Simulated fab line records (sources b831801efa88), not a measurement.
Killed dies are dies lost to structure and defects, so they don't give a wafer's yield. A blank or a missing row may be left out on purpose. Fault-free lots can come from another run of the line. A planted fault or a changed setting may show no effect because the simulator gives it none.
fab line records	flow sky130
[record] lots = 9	wafers = 27	last-day = 50
route steps=708 shown METAL4@629 VIA4@650 METAL5@665 PAD_OPEN@708
lots that met no fault: taken from a fault-free run of the same line
start-h: hours from the record's first day to the start of the lot's first wafer shown	wait-h: how many hours have passed since the lot's step before this one	" the same as in the row above	L1.1+2: a row that stands for several wafers	- either no value or no given start	* or withheld: withheld	< > ~ a bound
route shown NAME@n: names a module that has steps shown in the file, with the first one's number in the route	usual: mean/standard deviation taken from wafers without a fault	same: alike in all rows	chamber/n: place in a boat	sites: the reading at each site	_std_site: standard deviation across them	_edge_site: outer sites' mean less inner sites'	radius-mm: how far each site lies from the wafer's centre	mask NAME#n: copy n	behind: tool/chamber where the wafer was last shaped	hold: reason for holding the lot/hours on hold/outcome of the hold	device: names the non-switching transistor (n, p or np)	end of line: at the end of the route, the tests of the same wafers	step lacking rows: just its recipe	killed: count of dies lost to structure and defects at first sort (not the wafer's yield)	map: the dies of a wafer, with x for killed, . for not killed, _ for no die there
set.NAME: the setting as run; set.NAME@STEP: as run at that earlier step	model.NAME: the simulator's own value behind a step, which no gauge read
route steps across a sampled set of lots; one table per step, one row per wafer
services: when a tool's chamber went out of use (start-h, in hours from the record's first day, below 0 if earlier), for how many hours, and the reason
[[steps]]
[step SKY_METAL4_CD_MEAS_13]
[recipe] target-cd-nm = 300
[usual] cd-nm = 299.8/1.4
lot.wafer	tool	chamber	start-h	wait-h	cd-nm
L432.2	cd-sem-02	-	967.83	-	299.4
L432.4	"	-	"	"	299.1
L432.5	"	-	"	"	300.1
L431.2	cd-sem-01	-	971.99	-	300.9
L431.3	"	-	"	"	301.6
L431.5	"	-	"	"	301.8
L438.2	cd-sem-01	-	1024.29	-	297.8
L438.4	"	-	"	"	299.0
L438.6	"	-	"	"	298.8
L440.1	cd-sem-02	-	1039.26	-	300.3
L440.4	"	-	"	"	300.4
L440.5	"	-	"	"	300.3
L442.3	cd-sem-01	-	1050.52	-	299.7
L442.4	"	-	"	"	299.7
L442.5	"	-	"	"	300.6
L444.4	cd-sem-02	-	1064.07	-	298.1
L444.5	"	-	"	"	298.5
L444.6	"	-	"	"	299.2
L450.1	cd-sem-02	-	1111.52	-	297.6
L450.4	"	-	"	"	299.3
L450.5	"	-	"	"	297.0
L452.2	cd-sem-01	-	1116.79	-	299.2
L452.5	"	-	"	"	299.8
L452.6	"	-	"	"	299.6
L453.1	cd-sem-02	-	1117.92	-	297.9
L453.3	"	-	"	"	299.7
L453.5	"	-	"	"	298.9
[step SKY_VIA4_OVL_MEAS_11]
[usual] VIA4_OVL = -0.1/1.4
lot.wafer	tool	chamber	start-h	wait-h	VIA4_OVL[nm]
L432.2	overlay-01	-	992.32	0.1	0.0
L432.4	"	-	"	"	-1.0
L432.5	"	-	"	"	-0.5
L431.2	overlay-01	-	997.11	0.1	0.7
L431.3	"	-	"	"	2.7
L431.5	"	-	"	"	0.8
L438.2	overlay-02	-	1048.26	0.1	-1.4
L438.4	"	-	"	"	-2.7
L438.6	"	-	"	"	-0.9
L440.1	overlay-01	-	1062.46	0.1	-0.5
L440.4	"	-	"	"	-1.3
L440.5	"	-	"	"	-1.5
L442.3	overlay-01	-	1073.52	0.1	2.0
L442.4	"	-	"	"	0.3
L442.5	"	-	"	"	0.4
L444.4	overlay-01	-	1086.18	0.1	-0.4
L444.5	"	-	"	"	-3.8
L444.6	"	-	"	"	-1.6
L450.1	overlay-01	-	1132.37	0.1	0.0
L450.4	"	-	"	"	0.9
L450.5	"	-	"	"	1.0
L452.2	overlay-01	-	1137.07	0.1	0.7
L452.5	"	-	"	"	-0.6
L452.6	"	-	"	"	1.3
L453.1	overlay-02	-	1138.61	0.1	-3.5
L453.3	"	-	"	"	-2.9
L453.5	"	-	"	"	-2.4
[step SKY_VIA4_THK_MEAS_20]
[recipe] thk-meas-gauge = xrf	reads = W_of_VIA4_CVD_18
[usual] VIA4_W_THK = 490/7.9
lot.wafer	tool	chamber	start-h	wait-h	VIA4_W_THK[nm]
L432.2	film-metro-04	-	993.39	0.1	495
L432.4	"	-	"	"	495
L432.5	"	-	"	"	498
L431.2	film-metro-04	-	998.19	0.1	480
L431.3	"	-	"	"	487
L431.5	"	-	"	"	486
L438.2	film-metro-04	-	1049.33	0.1	494
L438.4	"	-	"	"	498
L438.6	"	-	"	"	492
L440.1	film-metro-04	-	1063.64	0.1	500
L440.4	"	-	"	"	494
L440.5	"	-	"	"	492
L442.3	film-metro-03	-	1074.62	0.1	494
L442.4	"	-	"	"	503
L442.5	"	-	"	"	498
L444.4	film-metro-04	-	1087.27	0.1	489
L444.5	"	-	"	"	488
L444.6	"	-	"	"	492
L450.1	film-metro-01	-	1133.40	0.1	496
L450.4	"	-	"	"	496
L450.5	"	-	"	"	499
L452.2	film-metro-01	-	1138.11	0.1	496
L452.5	"	-	"	"	506
L452.6	"	-	"	"	499
L453.1	film-metro-01	-	1139.65	0.1	492
L453.3	"	-	"	"	487
L453.5	"	-	"	"	497
[step SKY_METAL5_SPUTTER_04]
[recipe] material = TiN	target-thk-nm = 70	power-w = 6500	time-s = 58.3	chamber-pressure-pa = 0.4
[usual] cathode-dc-power-W = 6500.1/1.1	chamber-pressure-pa = 0.4001/0.0008	throttle-valve-pct = 29.8/1.4	time-s = 58.3/0
lot.wafer	tool	chamber	start-h	wait-h	cathode-dc-power-W	chamber-pressure-pa	throttle-valve-pct	time-s
L432.2	pvd-sputter-03	-	993.86	0.0	6499.9	0.4019	30.3	58.3
L432.4	"	-	"	"	6499.5	0.4005	29.7	58.3
L432.5	"	-	"	"	6498.8	0.4009	27.6	58.3
L431.2	pvd-sputter-02	-	998.65	0.0	6500.7	0.3997	28.5	58.3
L431.3	"	-	"	"	6500.0	0.4004	30.3	58.3
L431.5	"	-	"	"	6499.6	0.3986	31.1	58.3
L438.2	pvd-sputter-04	-	1049.80	0.0	6499.3	0.3989	29.7	58.3
L438.4	"	-	"	"	6502.2	0.4006	27.5	58.3
L438.6	"	-	"	"	6501.0	0.4008	29.6	58.3
L440.1	pvd-sputter-03	-	1064.29	0.0	6499.8	0.3998	30.0	58.3
L440.4	"	-	"	"	6499.3	0.4017	27.7	58.3
L440.5	"	-	"	"	6501.3	0.3999	29.7	58.3
L442.3	pvd-sputter-02	-	1075.08	0.0	6498.8	0.3988	28.5	58.3
L442.4	"	-	"	"	6500.0	0.4007	30.7	58.3
L442.5	"	-	"	"	6500.6	0.4002	30.8	58.3
L444.4	pvd-sputter-02	-	1087.72	0.0	6499.4	0.4013	32.3	58.3
L444.5	"	-	"	"	6500.1	0.4008	30.6	58.3
L444.6	"	-	"	"	6501.6	0.4001	32.1	58.3
L450.1	pvd-sputter-02	-	1133.88	0.0	-	-	-	-
L450.4	"	-	"	"	-	-	-	-
L450.5	"	-	"	"	-	-	-	-
L452.2	pvd-sputter-02	-	1138.83	0.0	-	-	-	-
L452.5	"	-	"	"	-	-	-	-
L452.6	"	-	"	"	-	-	-	-
L453.1	pvd-sputter-04	-	1140.12	0.0	6499.4	0.3998	29.3	58.3
L453.3	"	-	"	"	6501.6	0.3996	29.7	58.3
L453.5	"	-	"	"	6499.6	0.4001	27.6	58.3
[step SKY_METAL5_RS_MEAS_05]
[recipe] thk-meas-gauge = four-point-probe	reads = TiN_of_METAL5_SPUTTER_04+Ti_of_METAL5_SPUTTER_03+AlCu_of_METAL5_SPUTTER_02+TiN_of_METAL5_SPUTTER_01+Ti_of_METAL5_SPUTTER_00
[usual] METAL5_ALCU_RS = 0.0270/0.00036
lot.wafer	tool	chamber	start-h	wait-h	hold	METAL5_ALCU_RS[ohm/sq]
L432.2	film-metro-03	-	993.93	0.0	-	0.0264
L432.4	"	-	"	"	-	0.0266
L432.5	"	-	"	"	-	0.0272
L431.2	film-metro-02	-	998.72	0.0	-	0.0273
L431.3	"	-	"	"	-	0.0278
L431.5	"	-	"	"	-	0.0271
L438.2	film-metro-04	-	1049.87	0.0	-	0.0268
L438.4	"	-	"	"	-	0.0268
L438.6	"	-	"	"	-	0.0269
L440.1	film-metro-02	-	1064.33	0.0	-	0.0269
L440.4	"	-	"	"	-	0.0277
L440.5	"	-	"	"	-	0.0272
L442.3	film-metro-02	-	1075.17	0.1	-	0.0272
L442.4	"	-	"	"	-	0.0268
L442.5	"	-	"	"	-	0.0270
L444.4	film-metro-02	-	1087.83	0.1	-	0.0272
L444.5	"	-	"	"	-	0.0270
L444.6	"	-	"	"	-	0.0268
L450.1	film-metro-03	-	1133.92	0.0	await-dispo/0.2h/release	0.0272
L450.4	"	-	"	"	await-dispo/0.2h/release	0.0278
L450.5	"	-	"	"	await-dispo/0.2h/release	0.0276
L450.1	film-metro-03	-	1134.21	0.3	-	0.0272
L450.4	"	-	"	"	-	0.0278
L450.5	"	-	"	"	-	0.0276
L452.2	film-metro-04	-	1138.90	0.0	await-dispo/0.2h/release	0.0273
L452.5	"	-	"	"	await-dispo/0.2h/release	0.0272
L452.6	"	-	"	"	await-dispo/0.2h/release	0.0270
L452.2	film-metro-04	-	1139.18	0.3	-	0.0273
L452.5	"	-	"	"	-	0.0272
L452.6	"	-	"	"	-	0.0270
L453.1	film-metro-04	-	1140.17	0.0	-	0.0268
L453.3	"	-	"	"	-	0.0268
L453.5	"	-	"	"	-	0.0268
[step SKY_METAL5_THK_MEAS_06]
[recipe] thk-meas-gauge = xrf	reads = AlCu_of_METAL5_SPUTTER_02
[usual] METAL5_ALCU_THK = 1160/17
lot.wafer	tool	chamber	start-h	wait-h	hold	METAL5_ALCU_THK[nm]
L432.2	film-metro-03	-	994.04	0.1	-	1184
L432.4	"	-	"	"	-	1174
L432.5	"	-	"	"	-	1153
L431.2	film-metro-02	-	998.83	0.1	-	1159
L431.3	"	-	"	"	-	1134
L431.5	"	-	"	"	-	1165
L438.2	film-metro-04	-	1049.98	0.1	-	1158
L438.4	"	-	"	"	-	1156
L438.6	"	-	"	"	-	1160
L440.1	film-metro-02	-	1064.45	0.1	-	1168
L440.4	"	-	"	"	-	1130
L440.5	"	-	"	"	-	1156
L442.3	film-metro-02	-	1075.27	0.1	-	1152
L442.4	"	-	"	"	-	1175
L442.5	"	-	"	"	-	1167
L444.4	film-metro-02	-	1087.92	0.1	-	1161
L444.5	"	-	"	"	-	1171
L444.6	"	-	"	"	-	1181
L450.1	film-metro-03	-	1136.34	2.1	await-dispo/0.2h/release	1355
L450.4	"	-	"	"	await-dispo/0.2h/release	1319
L450.5	"	-	"	"	await-dispo/0.2h/release	1332
L450.1	film-metro-03	-	1136.57	0.2	-	1355
L450.4	"	-	"	"	-	1326
L450.5	"	-	"	"	-	1341
L453.1	film-metro-04	-	1140.29	0.1	-	1150
L453.3	"	-	"	"	-	1168
L453.5	"	-	"	"	-	1158
L452.2	film-metro-04	-	1142.68	3.5	await-dispo/0.2h/release	1337
L452.5	"	-	"	"	await-dispo/0.2h/release	1348
L452.6	"	-	"	"	await-dispo/0.2h/release	1353
L452.2	film-metro-04	-	1142.90	0.2	-	1343
L452.5	"	-	"	"	-	1345
L452.6	"	-	"	"	-	1346
[step SKY_METAL5_METAL_ETCH_15]
[recipe] target-depth-a = 12600	stop-on = SiO2	over-etch-frac = 0.2	time-s = 252	chemistry = Cl2/BCl3	resist-sidewall-deg = 86	pressure-mtorr = 10	icp-w = 900	bias-w = 48.5	Cl2_flow_sccm = 60	bcl3-flow-sccm = 30
[usual] bias-w = 48.49/0.15	drypump-motor-current-A = 5.80/0.29	mfc-cl2-sccm = 60.02/0.16	oes-product-au = 0.894/0.005	throttle-valve-pct = 22.264/0.0084
[same] time-s = 252
lot.wafer	tool	chamber	start-h	wait-h	bias-w	drypump-motor-current-A	mfc-cl2-sccm	oes-product-au	rf-hours-counter-h	throttle-valve-pct
L432.2	rie-metal-02	0	1016.54	0.0	48.44	5.65	60.15	0.896	6	22.267
L432.4	"	0	"	"	48.33	5.68	59.98	0.900	-	22.263
L432.5	"	0	"	"	48.43	5.67	59.96	0.888	-	22.267
L431.2	rie-metal-04	0	1021.45	0.0	48.48	6.16	59.77	0.896	17	22.265
L431.3	"	0	"	"	48.70	6.16	60.16	0.893	-	22.268
L431.5	"	1	"	"	48.56	5.55	59.91	0.898	-	22.258
L438.2	rie-metal-02	1	1071.26	0.0	48.52	6.13	59.68	0.898	2	22.267
L438.4	"	1	"	"	48.64	6.12	59.80	0.893	-	22.251
L438.6	"	0	"	"	48.23	5.75	59.97	0.883	-	22.260
L440.1	rie-metal-02	1	1084.70	0.0	48.65	6.15	60.04	0.896	3	22.249
L440.4	"	0	"	"	48.40	5.65	60.05	0.900	-	22.258
L440.5	"	1	"	"	48.56	6.16	60.11	0.885	-	22.272
L442.3	rie-metal-02	1	1095.13	0.1	48.45	6.20	60.28	0.881	-	22.255
L442.4	"	0	"	"	48.61	5.68	60.05	0.893	-	22.269
L442.5	"	0	"	"	48.43	5.72	59.76	0.891	-	22.265
L444.4	rie-metal-04	0	1107.91	0.3	48.62	6.17	60.14	0.892	-	22.278
L444.5	"	0	"	"	48.45	6.19	60.13	0.896	-	22.266
L444.6	"	0	"	"	48.72	6.18	59.93	0.887	-	22.254
L450.1	rie-metal-02	1	1152.21	0.0	48.53	6.15	59.98	0.874	9	22.270
L450.4	"	0	"	"	48.21	5.69	60.29	0.860	-	22.268
L450.5	"	0	"	"	48.35	5.69	60.09	0.871	-	22.263
L452.2	rie-metal-03	0	1156.55	0.0	48.29	5.37	60.01	0.864	12	22.278
L452.5	"	0	"	"	48.22	5.38	60.17	0.867	-	22.269
L452.6	"	1	"	"	48.52	5.76	59.98	0.868	-	22.254
L453.1	rie-metal-02	1	1157.66	0.0	48.21	6.16	59.86	0.896	9	22.258
L453.3	"	0	"	"	48.50	5.66	59.90	0.894	-	22.277
L453.5	"	1	"	"	48.40	6.16	59.78	0.892	-	22.257
[step SKY_PAD_OPEN_PROBE_99]
[usual] defect-limited-yield = 82.5/1.9	killed_at_M0_to_M3 = 43/6.6	killed_at_M4_up = 3.0/1.8	killed-at-contacts = 24/5.1	killed-at-front-end = 16/4.5	killed-at-other = 0.3/0.67	killed-dies = 86/9.3	killed-open = 47/6.9	killed-short = 39/6.6	sort_bin_3_pad_short = 0.9/0.41	sort_bin_5_function = 10.4/1.4	sort_bin_6_memory = 6.2/1.1	sort-n-pass = 406/9.3	sort-yield-pct = 82.5/1.9
[same] gross-dies = 492	killed-at-back-side = 0	sort_bin_4_leakage[%] = 0	sort_bin_8_speed[%] = 0
lot.wafer	tool	chamber	start-h	wait-h	defect-limited-yield[%]	killed_at_M0_to_M3	killed_at_M4_up	killed-at-contacts	killed-at-front-end	killed-at-other	killed-dies	killed-open	killed-short	sort_bin_3_pad_short[%]	sort_bin_5_function[%]	sort_bin_6_memory[%]	sort-n-pass	sort-yield-pct[%]
L450.1	prober-01	-	1188.73	0.1	83.3	39	0	22	21	0	82	47	35	0.4	10.2	6.1	410	83.3
L450.4	prober-01	-	1188.88	0.2	82.9	40	5	21	17	1	84	49	35	0.2	12.2	4.7	408	82.9
L450.5	prober-01	-	1188.93	0.2	81.7	41	6	21	21	1	90	57	33	1.0	11.8	5.5	402	81.7
// killed by level:class
L450.1 LI_CONTACT:geometric-particle:open=8 VIA1:geometric-particle:open=8 CONTACT:geometric-particle:open=7 VIA1:geometric-particle:short=6 FIELD_ISO:geometric-particle:open=5 POLY_GATE:geometric-particle:short=5 POLY_GATE:geometric-particle:open=5 METAL1:geometric-particle:short=4
L450.4 VIA1:geometric-particle:open=11 CONTACT:geometric-particle:open=8 VIA2:geometric-particle:open=7 VIA3:geometric-particle:open=6 FIELD_ISO:geometric-particle:short=5 METAL2:geometric-particle:short=5 LOCAL_INTERCONNECT:geometric-particle:short=5 METAL3:geometric-particle:short=5
L450.5 VIA1:geometric-particle:open=14 VIA2:geometric-particle:open=10 POLY_GATE:geometric-particle:open=7 LOCAL_INTERCONNECT:geometric-particle:short=6 CONTACT:geometric-particle:open=6 CONTACT:geometric-particle:short=5 VIA2:geometric-particle:short=5 VIA3:geometric-particle:open=5
[[services]]
tool	chamber	start-h	hours	kind
rie-metal-04	-	981.72	2.8	pm
rie-metal-03	0	986.94	14.2	repair
rie-metal-04	0	990.01	12.4	repair
pvd-sputter-03	1	993.91	-	consumable-replace:kit
pvd-sputter-03	1	993.91	18.0	scheduled-down
pvd-sputter-04	-	1014.41	4.7	repair
rie-metal-02	1	1020.46	-	clean
rie-metal-02	1	1020.46	16.7	scheduled-down
rie-metal-02	1	1020.46	16.7	vent-cycle
pvd-sputter-02	2	1038.39	-	consumable-replace:kit
pvd-sputter-02	2	1038.39	18.0	scheduled-down
pvd-sputter-02	2	1038.39	18.0	vent-cycle
rie-metal-03	1	1052.25	16.6	repair
pvd-sputter-04	-	1057.39	1.8	repair
rie-metal-04	-	1057.63	4.3	pm
rie-metal-04	-	1071.27	1.4	pm
rie-metal-04	-	1083.45	1.4	repair
rie-metal-02	-	1100.20	0.5	repair
rie-metal-04	1	1103.77	18.3	repair
pvd-sputter-02	1	1107.03	-	consumable-replace:kit
pvd-sputter-02	1	1107.03	18.0	scheduled-down
pvd-sputter-02	1	1107.03	18.0	vent-cycle
pvd-sputter-02	-	1124.88	1.7	repair
rie-metal-02	0	1140.08	8.7	repair
[[key]]
[first-sign] step = SKY_METAL5_SPUTTER_04	reading = tool-record	direction = missing
[effect] step = SKY_METAL5_RS_MEAS_05	reading = visit	direction = added
[effect] step = SKY_METAL5_THK_MEAS_06	reading = visit	direction = added
[effect] step = SKY_METAL5_THK_MEAS_06	reading = METAL5_ALCU_THK	direction = up	sigmas = 11	usual = 1160	struck = 1341
[effect] step = SKY_METAL5_METAL_ETCH_15	reading = oes-product-au	direction = down	sigmas = 5.2	usual = 0.894	struck = 0.867
met-at SKY_METAL5_SPUTTER_04
struck-lots L450,L452
not-acting-at SKY_METAL4_CD_MEAS_13,SKY_VIA4_OVL_MEAS_11,SKY_VIA4_THK_MEAS_20
onset-between 1087.72 1133.88
[fault] kind = skipped-step-whole	tool = pvd-sputter-02	chamber = -	onset-h = 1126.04	steps = SKY_METAL5_SPUTTER_04	scope = struck-lots-only
